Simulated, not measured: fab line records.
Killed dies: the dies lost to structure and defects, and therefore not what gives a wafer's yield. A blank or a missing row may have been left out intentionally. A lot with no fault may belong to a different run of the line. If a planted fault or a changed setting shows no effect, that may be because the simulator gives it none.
fab line records	flow gf180mcu
record lots=12	wafers=36	last-day=35
route steps=602 shown V2@407 V3@431
lots that met no fault: from a run of the same line without faults
start-h: hours from the record's opening day to when the first of the lot's shown wafers began	wait-h: hours from the lot's prior step to this one	" unchanged from the row above	L1.1+2: several wafers, shown together as one row	- no value, or no start was given	* or withheld: withheld	< > ~ a bound
route shown NAME@n: a module of which the file shows steps, and the number in the route of the first	usual: the fault-free wafers' mean and standard deviation	same: alike in all rows	chamber/n: place in a boat	sites: each site's reading	_std_site: standard deviation of those values	_edge_site: outer sites' mean less inner sites'	radius-mm: for every site, how far away it sits from the centre of the wafer	mask NAME#n: copy n	behind: the tool/chamber that last shaped the wafer	hold: reason for holding the lot/hours on hold/outcome of the hold	device: which transistor (n, p or np) failed to switch	end of line: tests of these same wafers at the route's end	step lacking rows: just its recipe	killed: dies that structure and defects cost at the first sort, which is not the same as the wafer's yield	map: a wafer's dies, x killed, . not, _ none there
set.NAME: setting as actually run; set.NAME@STEP: the setting as run at that earlier step	model.NAME: the simulator's own value behind a step, which no gauge read
the route's steps for a sample of lots (tables are steps, rows are wafers)
services: from which hour (start-h, from the record's first day; less than 0 if before it) a tool's chamber was out of use, for how many hours, and why
## steps
# step GF_V2_THK_MEAS_25
# recipe thk-meas-gauge=xrf	reads=W_of_V2_CVD_23
# usual V2_W_THK=370/6.2
lot.wafer	tool	chamber	start-h	wait-h	V2_W_THK[nm]
L300.1	film-metro-01	-	484.02	0.1	367
L300.2	"	-	"	"	375
L300.3	"	-	"	"	368
L302.1	film-metro-01	-	499.47	0.1	374
L302.2	"	-	"	"	375
L302.3	"	-	"	"	367
L303.3	film-metro-01	-	507.15	0.1	375
L303.5	"	-	"	"	370
L303.6	"	-	"	"	372
L304.3	film-metro-04	-	513.95	0.1	376
L304.5	"	-	"	"	369
L304.6	"	-	"	"	374
L306.1	film-metro-02	-	536.98	0.1	375
L306.3	"	-	"	"	370
L306.4	"	-	"	"	371
L307.1	film-metro-02	-	544.78	0.1	370
L307.2	"	-	"	"	360
L307.3	"	-	"	"	364
L309.2	film-metro-04	-	560.93	0.1	367
L309.3	"	-	"	"	371
L309.5	"	-	"	"	360
L318.1	film-metro-02	-	627.93	0.1	359
L318.2	"	-	"	"	359
L318.4	"	-	"	"	362
L319.1	film-metro-04	-	632.89	0.1	362
L319.2	"	-	"	"	360
L319.5	"	-	"	"	360
L320.1	film-metro-02	-	645.88	0.1	365
L320.4	"	-	"	"	368
L320.6	"	-	"	"	365
L321.2	film-metro-04	-	649.77	0.1	374
L321.4	"	-	"	"	374
L321.6	"	-	"	"	380
L323.2	film-metro-02	-	659.71	0.1	380
L323.3	"	-	"	"	378
L323.6	"	-	"	"	377
# step GF_V3_CVD_02
# recipe material=SiO2	target-thk-nm=850	precursor=TEOS	temp-c=400	time-s=94.851	rf-w=600
# usual heater-power-w=632/62
lot.wafer	tool	chamber	start-h	wait-h	heater-power-w
L300.1	pecvd-03	2	509.35	0.1	596
L300.2	"	0	"	"	611
L300.3	"	1	"	"	703
L302.1	pecvd-02	1	524.16	0.1	629
L302.2	"	2	"	"	525
L302.3	"	0	"	"	643
L303.3	pecvd-01	0	532.51	0.0	731
L303.5	"	0	"	"	557
L303.6	"	2	"	"	676
L304.3	pecvd-02	0	538.96	0.0	636
L304.5	"	0	"	"	651
L304.6	"	1	"	"	678
L306.1	pecvd-02	1	561.46	0.1	592
L306.3	"	0	"	"	643
L306.4	"	1	"	"	641
L307.1	pecvd-02	1	568.88	0.1	671
L307.2	"	2	"	"	543
L307.3	"	0	"	"	543
L309.2	pecvd-02	0	583.55	0.0	564
L309.3	"	1	"	"	662
L309.5	"	2	"	"	528
L318.1	pecvd-02	2	650.45	0.1	521
L318.2	"	0	"	"	674
L318.4	"	1	"	"	656
L319.1	pecvd-02	0	654.96	0.1	621
L319.2	"	1	"	"	694
L319.5	"	0	"	"	663
L320.1	pecvd-02	2	667.63	0.1	576
L320.4	"	2	"	"	605
L320.6	"	0	"	"	617
L321.2	pecvd-02	0	671.22	0.0	586
L321.4	"	2	"	"	604
L321.6	"	1	"	"	703
L323.2	pecvd-02	0	681.36	0.0	568
L323.3	"	2	"	"	530
L323.6	"	2	"	"	570
# step GF_V3_THK_MEAS_03
# recipe reads=SiO2_of_V3_CVD_02
# usual V3_CVD_02_THK=848/11
lot.wafer	tool	chamber	start-h	wait-h	V3_CVD_02_THK[nm]
L300.1	film-metro-01	-	509.42	0.0	842
L300.2	"	-	"	"	848
L300.3	"	-	"	"	841
L302.1	film-metro-03	-	524.23	0.0	848
L302.2	"	-	"	"	859
L302.3	"	-	"	"	847
L303.3	film-metro-03	-	532.60	0.1	829
L303.5	"	-	"	"	844
L303.6	"	-	"	"	847
L304.3	film-metro-01	-	539.05	0.1	848
L304.5	"	-	"	"	845
L304.6	"	-	"	"	852
L306.1	film-metro-04	-	561.53	0.0	846
L306.3	"	-	"	"	856
L306.4	"	-	"	"	873
L307.1	film-metro-04	-	568.95	0.0	840
L307.2	"	-	"	"	1389
L307.3	"	-	"	"	841
L309.2	film-metro-01	-	583.63	0.0	852
L309.3	"	-	"	"	853
L309.5	"	-	"	"	1427
L318.1	film-metro-01	-	650.52	0.0	834
L318.2	"	-	"	"	833
L318.4	"	-	"	"	855
L319.1	film-metro-01	-	655.03	0.0	829
L319.2	"	-	"	"	833
L319.5	"	-	"	"	848
L320.1	film-metro-04	-	667.70	0.0	835
L320.4	"	-	"	"	839
L320.6	"	-	"	"	838
L321.2	film-metro-01	-	671.30	0.0	828
L321.4	"	-	"	"	845
L321.6	"	-	"	"	855
L323.2	film-metro-04	-	681.44	0.0	839
L323.3	"	-	"	"	845
L323.6	"	-	"	"	862
# step GF_V3_CMP_04
# recipe material=SiO2	down-force-psi=4	platen-rpm=60	pad-velocity-m-s=0.94248
# usual motor-current-A=12.3/0.86	slurry-filter-dp-kPa=13.50/0.14	time-to-endpoint-s=80/5.7
lot.wafer	tool	chamber	start-h	wait-h	motor-current-A	slurry-filter-dp-kPa	time-to-endpoint-s
L300.2	cmp-01	1	509.48	0.0	12.5	13.56	80
L300.1	"	3	"	"	13.6	13.34	77
L300.3	"	0	"	"	13.3	13.52	80
L302.2	cmp-01	3	524.34	0.1	13.4	13.30	86
L302.3	"	0	"	"	12.7	13.45	83
L302.1	"	1	"	"	11.6	13.44	79
L303.3	cmp-02	2	532.79	0.2	13.6	13.52	72
L303.5	"	3	"	"	12.5	13.66	76
L303.6	"	0	"	"	11.5	13.70	78
L304.3	cmp-01	2	539.09	0.0	12.7	13.44	80
L304.5	"	2	"	"	12.3	13.46	77
L304.6	"	3	"	"	13.1	13.57	82
L306.1	cmp-01	0	561.59	0.1	12.2	13.66	80
L306.3	"	1	"	"	12.4	13.32	86
L306.4	"	3	"	"	13.9	13.57	91
L307.3	cmp-02	2	569.06	0.1	13.9	13.61	77
L307.2	"	3	"	"	13.2	13.40	278
L307.1	"	0	"	"	10.7	13.62	76
L309.3	cmp-02	3	583.98	0.3	12.7	13.39	84
L309.2	"	0	"	"	11.0	13.46	83
L309.5	"	1	"	"	10.9	13.30	310
L318.1	cmp-01	0	650.58	0.1	12.6	13.74	80
L318.2	"	1	"	"	12.3	13.61	74
L318.4	"	2	"	"	11.6	13.38	83
L319.1	cmp-01	2	655.09	0.1	12.6	13.53	75
L319.2	"	3	"	"	13.3	13.38	78
L319.5	"	3	"	"	13.8	13.47	84
L320.1	cmp-02	0	667.81	0.1	11.4	13.67	71
L320.4	"	1	"	"	10.7	13.75	73
L320.6	"	0	"	"	11.5	13.32	70
L321.4	cmp-02	2	671.40	0.1	13.8	13.69	77
L321.2	"	0	"	"	11.1	13.60	66
L321.6	"	2	"	"	13.4	13.44	77
L323.3	cmp-01	0	681.49	0.0	11.9	13.54	83
L323.2	"	2	"	"	12.3	13.46	77
L323.6	"	1	"	"	12.8	13.46	88
# step GF_V3_CD_MEAS_14
# recipe target-cd-nm=260
# usual cd-nm=259.5/1.2
lot.wafer	tool	chamber	start-h	wait-h	cd-nm
L300.1	cd-sem-02	-	532.97	0.1	260.3
L300.2	"	-	"	"	259.4
L300.3	"	-	"	"	260.2
L302.1	cd-sem-02	-	547.38	0.1	260.4
L302.2	"	-	"	"	262.2
L302.3	"	-	"	"	261.5
L303.3	cd-sem-01	-	556.01	0.1	257.5
L303.5	"	-	"	"	258.7
L303.6	"	-	"	"	259.7
L304.3	cd-sem-01	-	562.17	0.1	260.2
L304.5	"	-	"	"	260.4
L304.6	"	-	"	"	261.0
L306.1	cd-sem-01	-	584.88	0.1	258.3
L306.3	"	-	"	"	258.8
L306.4	"	-	"	"	257.8
L307.1	cd-sem-01	-	590.92	0.1	259.1
L307.2	"	-	"	"	259.3
L307.3	"	-	"	"	258.8
L309.2	cd-sem-01	-	605.99	0.1	258.9
L309.3	"	-	"	"	260.5
L309.5	"	-	"	"	258.6
L318.1	cd-sem-02	-	670.98	0.1	259.5
L318.2	"	-	"	"	259.5
L318.4	"	-	"	"	260.4
L319.1	cd-sem-01	-	674.67	0.1	260.5
L319.2	"	-	"	"	260.8
L319.5	"	-	"	"	259.8
L320.1	cd-sem-02	-	686.87	0.1	260.7
L320.4	"	-	"	"	259.2
L320.6	"	-	"	"	260.3
L321.2	cd-sem-02	-	690.81	0.2	259.2
L321.4	"	-	"	"	260.4
L321.6	"	-	"	"	260.3
L323.2	cd-sem-02	-	700.99	0.1	257.7
L323.3	"	-	"	"	259.1
L323.6	"	-	"	"	257.6
# step GF_V3_OVL_MEAS_15
# usual V3_OVL=-2/5.7
lot.wafer	tool	chamber	start-h	wait-h	V3_OVL[nm]
L300.1	overlay-01	-	533.09	0.1	2
L300.2	"	-	"	"	7
L300.3	"	-	"	"	-1
L302.1	overlay-01	-	547.50	0.1	5
L302.2	"	-	"	"	-1
L302.3	"	-	"	"	4
L303.3	overlay-02	-	556.10	0.1	-4
L303.5	"	-	"	"	-1
L303.6	"	-	"	"	-13
L304.3	overlay-01	-	562.26	0.1	0
L304.5	"	-	"	"	0
L304.6	"	-	"	"	-4
L306.1	overlay-02	-	585.00	0.1	-14
L306.3	"	-	"	"	-14
L306.4	"	-	"	"	-10
L307.1	overlay-01	-	591.04	0.1	4
L307.2	"	-	"	"	1
L307.3	"	-	"	"	1
L309.2	overlay-02	-	606.09	0.1	2
L309.3	"	-	"	"	-9
L309.5	"	-	"	"	-13
L318.1	overlay-01	-	671.10	0.1	0
L318.2	"	-	"	"	-10
L318.4	"	-	"	"	-11
L319.1	overlay-02	-	674.79	0.1	1
L319.2	"	-	"	"	-10
L319.5	"	-	"	"	3
L320.1	overlay-01	-	686.99	0.1	-1
L320.4	"	-	"	"	-12
L320.6	"	-	"	"	-2
L321.2	overlay-02	-	690.91	0.1	-4
L321.4	"	-	"	"	-7
L321.6	"	-	"	"	-2
L323.2	overlay-02	-	701.10	0.1	0
L323.3	"	-	"	"	-8
L323.6	"	-	"	"	-1
## services
tool	chamber	start-h	hours	kind
pecvd-03	1	498.18	4.5	repair
cmp-02	-	509.85	4.0	repair
pecvd-03	2	527.32	18.5	repair
cmp-02	-	529.91	1.9	repair
pecvd-01	-	540.70	1.8	repair
pecvd-01	-	567.15	2.6	repair
pecvd-03	-	582.65	1.4	repair
pecvd-02	-	591.12	14.0	pm
pecvd-02	0	591.12	14.0	vent-cycle
pecvd-02	1	591.12	14.0	vent-cycle
pecvd-02	2	591.12	14.0	vent-cycle
cmp-02	-	601.98	4.0	pm
pecvd-02	-	605.12	14.6	pm
pecvd-02	0	605.12	-	clean
pecvd-02	1	605.12	-	clean
pecvd-02	2	605.12	-	clean
cmp-02	-	605.98	-	consumable-replace:conditioner
cmp-02	-	605.98	-	consumable-replace:pad
pecvd-03	0	611.46	2.4	repair
cmp-01	-	620.45	0.3	repair
pecvd-03	-	620.60	0.5	repair
cmp-01	-	660.39	1.3	repair
cmp-02	-	666.09	0.9	repair
## key
first-sign step=GF_V3_THK_MEAS_03	reading=V3_CVD_02_THK	direction=up	sigmas=53	usual=848	struck=1408
effect step=GF_V3_CMP_04	reading=time-to-endpoint-s	direction=up	sigmas=37	usual=*	struck=*
met-at GF_V3_CVD_02
struck-lots L307,L309
struck-wafers L307.2,L309.5
not-acting-at GF_V2_THK_MEAS_25,GF_V3_CD_MEAS_14,GF_V3_OVL_MEAS_15
onset-between 524.16 568.88
fault kind=process-parameter-drift	tool=pecvd-02	chamber=2	onset-h=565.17	steps=GF_V3_CVD_02	channel=target-thk-nm	offset=552.15	shape=step	end-h=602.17	acts-in=these-recipes-only	stated=850
